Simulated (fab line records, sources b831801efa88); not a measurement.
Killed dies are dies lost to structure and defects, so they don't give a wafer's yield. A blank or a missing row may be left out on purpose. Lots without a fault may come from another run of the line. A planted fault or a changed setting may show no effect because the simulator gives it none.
fab line records | flow sky130
record lots=6 wafers=17 last_day=50
route steps=708 shown LDD_P@263 LDD_HVN@267 LDD_HVP@278 PAD_OPEN@708
lots that met no fault: from a run of the same line without faults
start_h: hours from the record's first day to the start of the lot's first wafer shown | wait_h: hours since the lot's step before | " the same as in the row above | L1.1+2: a row that stands for several wafers | - no value, or no start given | * or withheld: withheld | < > ~ a bound
route shown NAME@n: a module of which the file shows steps, and the number in the route of the first | usual: mean/standard deviation of fault-free wafers | same: alike in all rows | chamber/n: place in a boat | sites: the reading at each site | _std_site: their standard deviation | _edge_site: outer sites' mean less inner sites' | radius_mm: how far each site lies from the wafer's centre | mask NAME#n: copy n | behind: the tool/chamber that last shaped the wafer | hold: why the lot was held/for how many hours/how that ended | device: the transistor (n, p or np) that didn't switch | end of line: the same wafers' tests at the end of the route | a step without rows: its recipe alone | killed: dies lost to structure and defects at the first sort, not the wafer's yield | map: a wafer's dies, x killed, . not, _ none there
set.NAME: the setting as run; set.NAME@STEP: as run at that earlier step | model.NAME: the simulator's own value behind a step, which no gauge read
lots at some steps of the route; a table a step, a row a wafer
services: from which hour (start_h, from the record's first day; less than 0 if before it) a tool's chamber was out of use, for how many hours, and why
## steps
# step SKY_LDD_P_OVL_MEAS_08
# usual LDD_P_OVL=-0.1/1.4
# columns lot.wafer tool chamber start_h wait_h LDD_P_OVL[nm]
L421.2 overlay-01 - 425.27 0.1 0.4
L421.3 " - " " -1.2
L421.5 " - " " 1.1
L425.2 overlay-01 - 465.25 0.1 -0.1
L425.3 " - " " -0.5
L425.5 " - " " -1.4
L431.2 overlay-01 - 514.57 0.1 -1.0
L431.4 " - " " -1.1
L431.5 " - " " -1.6
L432.4 overlay-01 - 523.66 0.1 -0.3
L432.5 " - " " -0.8
L441.2 overlay-01 - 612.34 0.1 2.3
L441.4 " - " " 1.1
L441.6 " - " " 2.8
L443.1 overlay-01 - 615.29 0.1 1.8
L443.4 " - " " 2.9
L443.6 " - " " 2.9
# step SKY_LDD_P_IMPLANT_09
# recipe species=BF2 energy_kev=25 dose_cm2=1e+13 tilt_deg=withheld
# step SKY_LDD_P_STRIP_10
# recipe chemistry=O2/N2 power_w=1400 pressure_mtorr=1500 platen_temp_c=withheld o2_flow_sccm=3000 n2_flow_sccm=300 overash_fraction=0.5
# usual drypump_motor_current_A=5.7/0.55 oes_product_au=0.715/0.0049 strip_time_to_endpoint_s=14.18/0.039
# columns lot.wafer tool chamber start_h wait_h drypump_motor_current_A oes_product_au rf_hours_counter_h strip_time_to_endpoint_s
L421.2 plasma_asher-01 0 425.45 0.1 6.4 0.718 68 14.22
L421.3 " 1 " " 5.0 0.719 - 14.24
L421.5 " 1 " " 5.0 0.711 - 14.16
L425.2 plasma_asher-02 1 465.43 0.1 5.5 0.711 64 14.20
L425.3 " 0 " " 6.1 0.710 - 14.17
L425.5 " 1 " " 5.5 0.716 - 14.21
L431.2 plasma_asher-01 0 514.75 0.1 6.4 0.724 77 14.19
L431.4 " 0 " " 6.4 0.711 - 14.17
L431.5 " 0 " " 6.4 0.727 - 14.16
L432.4 plasma_asher-01 1 523.86 0.1 4.9 0.721 - 14.21
L432.5 " 0 " " 6.4 0.720 - 14.23
L441.2 plasma_asher-02 1 612.52 0.1 5.5 0.714 76 14.15
L441.4 " 0 " " 6.1 0.711 - 14.16
L441.6 " 0 " " 6.1 0.717 - 14.16
L443.1 plasma_asher-01 0 615.47 0.1 6.4 0.717 88 14.12
L443.4 " 1 " " 5.0 0.722 - 14.15
L443.6 " 1 " " 5.0 0.720 - 14.15
# step SKY_LDD_P_TW_MEAS_11
# usual LDD_P_TW=641/3.9
# columns lot.wafer tool chamber start_h wait_h LDD_P_TW
L421.2 film_metro-04 - 425.56 0.1 648
L421.3 " - " " 645
L421.5 " - " " 648
L425.2 film_metro-01 - 465.54 0.1 643
L425.3 " - " " 639
L425.5 " - " " 640
L431.2 film_metro-02 - 514.86 0.1 639
L431.4 " - " " 634
L431.5 " - " " 639
L432.4 film_metro-04 - 523.95 0.1 649
L432.5 " - " " 655
L441.2 film_metro-01 - 612.63 0.1 635
L441.4 " - " " 637
L441.6 " - " " 640
L443.1 film_metro-01 - 615.57 0.1 638
L443.4 " - " " 637
L443.6 " - " " 639
# step SKY_LDD_HVN_DEHYDRATE_00
# recipe temp_c=200 time_s=60
# step SKY_LDD_HVN_HMDS_01
# recipe prime_time_s=60 prime_temp_c=120
# step SKY_LDD_HVN_COAT_02
# recipe resist=NOVOLAK spin_rpm=3000 resist_thk_nm=300
# step SKY_LDD_HVN_SOFTBAKE_03
# recipe temp_c=90 time_s=60 resist=NOVOLAK
# step SKY_LDD_HVN_EXPOSE_04
# recipe mask_id=HVNTM na=0.6 source_shape=conventional sigma_outer=0.6 polarization=unpolarized target_cd_nm=700 dose_mj=127
# step SKY_LDD_HVN_PEB_05
# recipe temp_c=withheld time_s=* resist=NOVOLAK
# step SKY_LDD_HVN_DEVELOP_06
# recipe resist=NOVOLAK developer=TMAH develop_time_s=60 dev_temp_c=23
# step SKY_LDD_HVN_OVL_MEAS_07
# usual LDD_HVN_OVL=-0.2/1.5
# columns lot.wafer tool chamber start_h wait_h LDD_HVN_OVL[nm]
L421.2 overlay-02 - 455.97 0.1 -0.5
L421.3 " - " " 0.6
L421.5 " - " " -0.5
L425.2 overlay-02 - 496.37 0.1 -3.2
L425.3 " - " " -2.5
L425.5 " - " " -2.0
L431.2 overlay-02 - 545.39 0.1 -1.5
L431.4 " - " " -0.8
L431.5 " - " " -1.3
L432.4 overlay-01 - 553.95 0.1 -0.8
L432.5 " - " " 0.4
L441.2 overlay-01 - 641.40 0.1 1.9
L441.4 " - " " 2.7
L441.6 " - " " 1.6
L443.1 overlay-02 - 644.46 0.1 -1.3
L443.4 " - " " -2.0
L443.6 " - " " -1.8
# step SKY_LDD_HVN_IMPLANT_08
# recipe species=P energy_kev=60 dose_cm2=3e+13 tilt_deg=40
# usual beam_energy_keV=59.999/0.02 tilt_deg=39.994/0.019
# columns lot.wafer tool chamber start_h wait_h beam_energy_keV tilt_deg
L421.2 implanter-01 0 456.03 0.0 59.997 39.987
L421.3 " 0 " " 60.006 39.988
L421.5 " 0 " " 60.011 39.974
L425.2 implanter-04 0 496.43 0.0 60.002 39.958
L425.3 " 0 " " 60.013 39.950
L425.5 " 0 " " 60.011 39.976
L431.2 implanter-01 0 545.44 0.0 60.001 39.995
L431.4 " 0 " " 59.976 40.015
L431.5 " 0 " " 60.000 39.966
L432.4 implanter-01 0 554.04 0.1 59.962 39.979
L432.5 " 0 " " 60.009 40.021
L441.2 implanter-02 0 641.46 0.0 59.997 39.985
L441.4 " 0 " " 59.989 40.021
L441.6 " 0 " " 59.992 40.008
L443.1 implanter-01 0 644.50 0.0 59.976 40.051
L443.4 " 0 " " 59.987 40.037
L443.6 " 0 " " 59.980 40.024
# step SKY_LDD_HVN_STRIP_09
# recipe chemistry=O2/N2 power_w=1400 pressure_mtorr=1500 platen_temp_c=withheld o2_flow_sccm=3000 n2_flow_sccm=300 overash_fraction=0.5
# usual drypump_motor_current_A=5.7/0.48 oes_product_au=0.409/0.0045 strip_time_to_endpoint_s=4.133/0.014
# columns lot.wafer tool chamber start_h wait_h drypump_motor_current_A oes_product_au rf_hours_counter_h strip_time_to_endpoint_s
L421.2 plasma_asher-03 0 456.15 0.1 5.7 0.411 34 4.161
L421.3 " 0 " " 5.8 0.409 - 4.142
L421.5 " 1 " " 5.7 0.415 - 4.174
L425.2 plasma_asher-03 1 496.55 0.1 5.7 0.412 38 4.108
L425.3 " 0 " " 5.8 0.410 - 4.131
L425.5 " 1 " " 5.7 0.397 - 4.125
L431.2 plasma_asher-04 1 545.57 0.1 5.2 0.413 12 4.125
L431.4 " 1 " " 5.2 0.409 - 4.118
L431.5 " 0 " " 6.1 0.401 - 4.128
L432.4 plasma_asher-04 1 554.15 0.1 5.2 0.407 - 4.126
L432.5 " 1 " " 5.2 0.403 - 4.134
L441.2 plasma_asher-01 0 641.58 0.1 6.4 0.410 91 4.142
L441.4 " 1 " " 5.0 0.406 - 4.116
L441.6 " 1 " " 5.0 0.407 - 4.169
L443.1 plasma_asher-01 1 644.65 0.1 5.0 0.413 91 4.131
L443.4 " 0 " " 6.4 0.413 - 4.153
L443.6 " 0 " " 6.4 0.408 - 4.142
# step SKY_LDD_HVN_TW_MEAS_10
# usual LDD_HVN_TW=1445/10
# columns lot.wafer tool chamber start_h wait_h LDD_HVN_TW
L421.2 film_metro-03 - 456.26 0.1 1430
L421.3 " - " " 1430
L421.5 " - " " 1432
L425.2 film_metro-02 - 496.66 0.1 1441
L425.3 " - " " 1447
L425.5 " - " " 1441
L431.2 film_metro-04 - 545.68 0.1 1463
L431.4 " - " " 1458
L431.5 " - " " 1390
L432.4 film_metro-02 - 554.25 0.1 1451
L432.5 " - " " 1367
L441.2 film_metro-03 - 641.69 0.1 1431
L441.4 " - " " 1429
L441.6 " - " " 1439
L443.1 film_metro-02 - 644.75 0.1 1441
L443.4 " - " " 1456
L443.6 " - " " 1442
# step SKY_LDD_HVP_DEHYDRATE_00
# recipe temp_c=200 time_s=60
# step SKY_PAD_OPEN_PROBE_99
# usual killed_at_M0_to_M3=42/7.4 killed_at_M4_up=3.4/1.8 killed_at_contacts=25/5.4 killed_at_front_end=15/4.4 killed_at_other=0.2/0.52 killed_dies=86/9.3 killed_on_rim=17/3.9 killed_open=47/7.6 killed_short=39/6.5
# same gross_dies=492 killed_at_back_side=0
# columns lot.wafer tool chamber start_h wait_h killed_at_M0_to_M3 killed_at_M4_up killed_at_contacts killed_at_front_end killed_at_other killed_dies killed_on_rim killed_open killed_short model.etest.tip_n_5v.rs_ohm_sq model.etest.tip_n_5v.rs_ohm_sq_range model.etest.tip_n_5v.rs_ohm_sq_rim_less_centre model.etest.nfet_g5v0d10v5.r_on_ohm_um model.etest.nfet_g5v0d10v5.drive_ua_um model.etest.nfet_g5v0d10v5.vt_sat_v model.etest.nfet_g5v0d10v5.vt_v_range
L421.2 prober-01 - 1073.03 0.1 54 4 28 16 0 102 22 63 39 1394 22.25 15.28 1888 603 0.7753 0.01183
L421.3 prober-01 - 1073.08 0.2 50 7 23 10 0 90 24 48 42 1388 41.4 27.23 1867 614.4 0.7608 0.01816
L421.5 prober-01 - 1073.18 0.2 58 4 21 26 0 109 25 53 56 1388 31.6 15.02 1894 603.5 0.7685 0.01464
L425.2 prober-01 - 1100.01 0.1 48 5 22 16 0 91 18 55 36 1404 28.72 -11.45 1885 604.9 0.7621 0.01456
L425.3 prober-01 - 1100.06 0.2 53 9 37 7 0 106 18 63 43 1405 39.02 -24.65 1906 607.6 0.75 0.01809
L425.5 prober-01 - 1100.16 0.2 30 6 37 20 1 94 27 59 35 1386 35.09 -3.267 1887 614.2 0.7478 0.007977
L431.2 prober-01 - 1132.90 0.1 38 3 24 12 0 77 18 39 38 1357 33.67 16.71 1887 593.7 0.7718 0.009707
L431.4 prober-01 - 1133.00 0.2 36 6 29 8 1 80 14 52 28 1368 39.64 18.74 1878 607.6 0.7627 0.01942
L431.5 prober-01 - 1133.05 0.2 36 1 38 18 0 93 18 68 25 1664 304.3 -148.1 1929 591.1 0.7841 0.02334
L432.4 prober-02 - 1138.36 0.2 38 10 24 20 0 92 13 59 33 1387 27.39 -15.36 1919 598.8 0.7563 0.01218
L432.5 prober-02 - 1138.41 0.2 60 5 24 17 0 106 22 59 47 1704 329.3 -167.1 1953 591.9 0.7718 0.02086
L441.2 prober-02 - 1186.70 0.1 43 2 28 16 0 89 18 44 45 1373 26.33 1.151 1883 599.6 0.7752 0.01311
L441.4 prober-02 - 1186.80 0.2 37 6 25 14 0 82 17 40 42 1389 26.22 -11.82 1879 598.2 0.7812 0.009173
L441.6 prober-02 - 1186.90 0.2 37 5 28 9 0 79 17 37 42 1376 49.52 5.07 1902 596.2 0.7816 0.01508
L443.1 prober-02 - 1191.55 0.1 59 4 30 16 0 109 27 56 53 1372 36.4 1.045 1843 613.6 0.7689 0.01621
L443.4 prober-02 - 1191.70 0.2 46 2 14 14 0 76 12 42 34 1387 23.81 3.802 1889 605.6 0.7623 0.01013
L443.6 prober-02 - 1191.80 0.2 42 2 24 13 0 81 11 53 28 1388 33.07 -12.03 1881 609.8 0.76 0.01586
# killed by level:class
L421.2 VIA1:geometric_particle:open=14 VIA3:geometric_particle:open=12 CONTACT:geometric_particle:open=9 LI_CONTACT:geometric_particle:open=8 VIA1:geometric_particle:short=8 LI_CONTACT:geometric_particle:short=7 METAL2:geometric_particle:short=5 FIELD_ISO:geometric_particle:open=4
L421.3 VIA3:geometric_particle:open=12 CONTACT:geometric_particle:open=9 METAL1:geometric_particle:short=9 VIA1:geometric_particle:open=8 VIA3:geometric_particle:short=6 VIA2:geometric_particle:open=6 CONTACT:geometric_particle:short=5 LI_CONTACT:geometric_particle:open=4
L421.5 CONTACT:geometric_particle:open=11 VIA2:geometric_particle:open=9 FIELD_ISO:geometric_particle:open=7 METAL3:geometric_particle:short=7 VIA3:geometric_particle:open=7 METAL1:geometric_particle:short=7 VIA1:geometric_particle:open=7 FIELD_ISO:geometric_particle:short=6
L425.2 VIA1:geometric_particle:open=12 CONTACT:geometric_particle:open=11 VIA3:geometric_particle:open=10 FIELD_ISO:geometric_particle:open=5 METAL1:geometric_particle:short=5 VIA1:geometric_particle:short=5 CONTACT:geometric_particle:short=4 METAL3:geometric_particle:short=4
L425.3 CONTACT:geometric_particle:open=15 VIA1:geometric_particle:open=12 VIA3:geometric_particle:open=12 LI_CONTACT:geometric_particle:open=9 METAL1:geometric_particle:short=9 CONTACT:geometric_particle:short=7 METAL4:geometric_particle:short=5 LOCAL_INTERCONNECT:geometric_particle:short=4
L425.5 LI_CONTACT:geometric_particle:open=16 CONTACT:geometric_particle:open=10 FIELD_ISO:geometric_particle:open=9 VIA1:geometric_particle:open=9 VIA3:geometric_particle:open=6 METAL4:geometric_particle:short=5 FIELD_ISO:geometric_particle:short=4 POLY_GATE:geometric_particle:short=4
L431.2 CONTACT:geometric_particle:open=9 LI_CONTACT:geometric_particle:open=7 METAL1:geometric_particle:short=7 VIA1:geometric_particle:open=6 METAL2:geometric_particle:short=5 VIA1:geometric_particle:short=4 VIA3:geometric_particle:open=4 FIELD_ISO:geometric_particle:short=3
L431.4 CONTACT:geometric_particle:open=9 LI_CONTACT:geometric_particle:open=8 VIA3:geometric_particle:open=8 VIA1:geometric_particle:open=7 CONTACT:geometric_particle:short=6 VIA2:geometric_particle:open=5 METAL1:geometric_particle:short=5 POLY_GATE:geometric_particle:open=3
L431.5 LI_CONTACT:geometric_particle:open=17 CONTACT:geometric_particle:open=13 VIA1:geometric_particle:open=10 VIA3:geometric_particle:open=8 FIELD_ISO:geometric_particle:short=6 FIELD_ISO:geometric_particle:open=4 LOCAL_INTERCONNECT:geometric_particle:short=4 POLY_GATE:geometric_particle:open=3
L432.4 CONTACT:geometric_particle:open=11 VIA2:geometric_particle:open=11 VIA1:geometric_particle:open=8 POLY_GATE:geometric_particle:open=7 METAL1:geometric_particle:short=7 LI_CONTACT:geometric_particle:open=6 METAL4:geometric_particle:short=6 VIA3:geometric_particle:open=4
L432.5 VIA2:geometric_particle:open=14 CONTACT:geometric_particle:open=10 LI_CONTACT:geometric_particle:open=9 VIA1:geometric_particle:open=9 VIA3:geometric_particle:open=9 VIA1:geometric_particle:short=7 METAL1:geometric_particle:short=6 FIELD_ISO:geometric_particle:short=5
L441.2 VIA2:geometric_particle:open=12 LI_CONTACT:geometric_particle:open=7 CONTACT:geometric_particle:short=7 METAL1:geometric_particle:short=7 VIA3:geometric_particle:open=6 FIELD_ISO:geometric_particle:open=5 LOCAL_INTERCONNECT:geometric_particle:short=5 FIELD_ISO:geometric_particle:short=4
L441.4 CONTACT:geometric_particle:open=8 VIA1:geometric_particle:open=8 LI_CONTACT:geometric_particle:open=7 METAL1:geometric_particle:short=7 VIA2:geometric_particle:open=6 FIELD_ISO:geometric_particle:short=5 FIELD_ISO:geometric_particle:open=5 CONTACT:geometric_particle:short=4
L441.6 VIA2:geometric_particle:open=8 LI_CONTACT:geometric_particle:open=7 CONTACT:geometric_particle:short=7 VIA1:geometric_particle:open=6 CONTACT:geometric_particle:open=5 VIA3:geometric_particle:short=5 LOCAL_INTERCONNECT:geometric_particle:short=4 VIA1:geometric_particle:short=4
L443.1 CONTACT:geometric_particle:open=13 VIA1:geometric_particle:open=12 VIA2:geometric_particle:open=11 VIA1:geometric_particle:short=7 METAL2:geometric_particle:short=7 CONTACT:geometric_particle:short=6 METAL3:geometric_particle:short=6 VIA3:geometric_particle:open=6
L443.4 VIA1:geometric_particle:open=12 VIA3:geometric_particle:open=12 LI_CONTACT:geometric_particle:open=5 VIA1:geometric_particle:short=5 POLY_GATE:geometric_particle:open=4 POLY_GATE:geometric_particle:short=4 METAL1:geometric_particle:short=4 VIA2:geometric_particle:open=4
L443.6 VIA1:geometric_particle:open=13 LI_CONTACT:geometric_particle:open=9 METAL1:geometric_particle:short=7 VIA2:geometric_particle:open=7 VIA3:geometric_particle:open=6 CONTACT:geometric_particle:open=5 POLY_GATE:geometric_particle:open=4 LOCAL_INTERCONNECT:geometric_particle:open=4
## services
# columns tool chamber start_h hours kind
plasma_asher-03 - 411.66 0.6 repair
plasma_asher-04 - 421.25 9.0 pm
plasma_asher-04 0 421.25 9.0 vent_cycle
plasma_asher-04 1 421.25 9.0 vent_cycle
plasma_asher-04 0 430.25 - clean
plasma_asher-04 1 430.25 - clean
implanter-02 - 447.07 3.8 repair
plasma_asher-01 - 447.50 4.0 repair
implanter-02 - 459.82 1.6 repair
implanter-04 - 466.22 4.2 repair
implanter-04 - 466.71 3.8 repair
plasma_asher-04 - 507.15 6.7 repair
implanter-04 - 508.58 1.4 repair
plasma_asher-02 - 513.63 28.1 pm
implanter-02 - 558.56 2.8 repair
implanter-04 - 558.72 1.3 repair
implanter-04 - 565.54 2.7 pm
plasma_asher-02 - 566.97 3.0 repair
implanter-02 - 568.65 3.4 pm
implanter-02 - 591.92 16.2 repair
implanter-01 - 607.79 1.2 repair
implanter-01 - 640.28 4.1 pm
implanter-02 - 643.31 2.1 repair
## key
first_sign step=SKY_LDD_HVN_TW_MEAS_10 reading=LDD_HVN_TW direction=down sigmas=6.5 usual=1445 struck=1379
effect none on later readings
model_effect step=SKY_PAD_OPEN_PROBE_99 value=etest.tip_n_5v.rs_ohm_sq without=1381 struck=1684
met_at SKY_LDD_HVN_IMPLANT_08
struck_wafers L431.5,L432.5
tester_left_out L431,L432
onset_between 456.03 545.44
fault kind=process_parameter_drift tool=implanter-01 chamber=- onset_h=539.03 steps=SKY_LDD_HVN_IMPLANT_08 channel=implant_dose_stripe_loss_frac offset=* shape=step end_h=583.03 scope=struck_wafers_only
# tester_left_out: of these lots the tester's yield and bins aren't shown, on N5 and GAA mostly nor the transistor test; their killed dies are dies lost to structure and defects alone, not to doping, threshold or leakage, so they don't give the yield
